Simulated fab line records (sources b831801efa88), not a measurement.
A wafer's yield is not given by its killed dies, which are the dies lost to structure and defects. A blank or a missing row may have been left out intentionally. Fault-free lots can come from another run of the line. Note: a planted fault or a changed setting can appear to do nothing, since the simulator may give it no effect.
The tool behind it: which one? / flow sky130 / 6 lots with 18 wafers sampled at 2 steps, on a route of 708 steps

== WHAT THE GAUGES READ, wafer by wafer ==
SKY_VT_ADJUST_LVTN_TW_MEAS_21.
lot=L826; measured=day 7 18:39; on=filmMetro-04; VT_ADJUST_LVTN_2_TW=185.2 185.8 185.2
lot=L828; measured=day 8 09:15; on=filmMetro-04; VT_ADJUST_LVTN_2_TW=185.4 185.7 186.6
lot=L831; measured=day 9 06:12; on=filmMetro-03; VT_ADJUST_LVTN_2_TW=190.8 190.5 191.0
lot=L835; measured=day 10 17:07; on=filmMetro-03; VT_ADJUST_LVTN_2_TW=190.9 190.8 192.1
lot=L838; measured=day 11 08:31; on=filmMetro-04; VT_ADJUST_LVTN_2_TW=186.5 185.9 185.7
lot=L844; measured=day 13 05:54; on=filmMetro-04; VT_ADJUST_LVTN_2_TW=202.3 202.1 202.6

== EACH LOT AND THE TOOL THAT RAN IT (in order: tool; ch and the chambers of the sampled wafers; start) ==
lot=L826; SKY_VT_ADJUST_LVTN_IMPLANT_19=implanter-04 ch 0, day 7 18:24
lot=L828; SKY_VT_ADJUST_LVTN_IMPLANT_19=implanter-04 ch 0, day 8 09:00
lot=L831; SKY_VT_ADJUST_LVTN_IMPLANT_19=implanter-02 ch 0, day 9 05:57
lot=L835; SKY_VT_ADJUST_LVTN_IMPLANT_19=implanter-02 ch 0, day 10 16:52
lot=L838; SKY_VT_ADJUST_LVTN_IMPLANT_19=implanter-01 ch 0, day 11 08:18
lot=L844; SKY_VT_ADJUST_LVTN_IMPLANT_19=implanter-02 ch 0, day 13 05:39
- SKY_VT_ADJUST_LVTN_IMPLANT_19

== THE ANSWER, worked out from the rows above alone ==
Rule: the usual values come from the lots themselves. Put in order of their means at a reading, lots are off if they are a third of the lots or fewer, leave a main group of 4 or more, and stand apart from it by a gap of 3 or more times the standard deviation of the main group's means; of several such gaps the widest counts. If all means in a main group match to the digits the tables above print for the reading, that group is not used. A lot without any number at a reading at which 4 lots or more have one is off too. All remaining lots with rows at the step are treated as sound.
Off: at SKY_VT_ADJUST_LVTN_TW_MEAS_21 (VT_ADJUST_LVTN_2_TW), L844. Mean 187.9 and standard deviation 2.6 in the main group.
A tool fits if, at a process step before that reading, it ran every lot that is off, and no sound lot after the first of them. Gauges at SKY_VT_ADJUST_LVTN_TW_MEAS_21: tried the same way as those tools. 2 tools fit, implanter-02 at SKY_VT_ADJUST_LVTN_IMPLANT_19 and filmMetro-04 at SKY_VT_ADJUST_LVTN_TW_MEAS_21, so this cannot tell which one it is.

== WHAT THE SIMULATOR HAD INSERTED ==
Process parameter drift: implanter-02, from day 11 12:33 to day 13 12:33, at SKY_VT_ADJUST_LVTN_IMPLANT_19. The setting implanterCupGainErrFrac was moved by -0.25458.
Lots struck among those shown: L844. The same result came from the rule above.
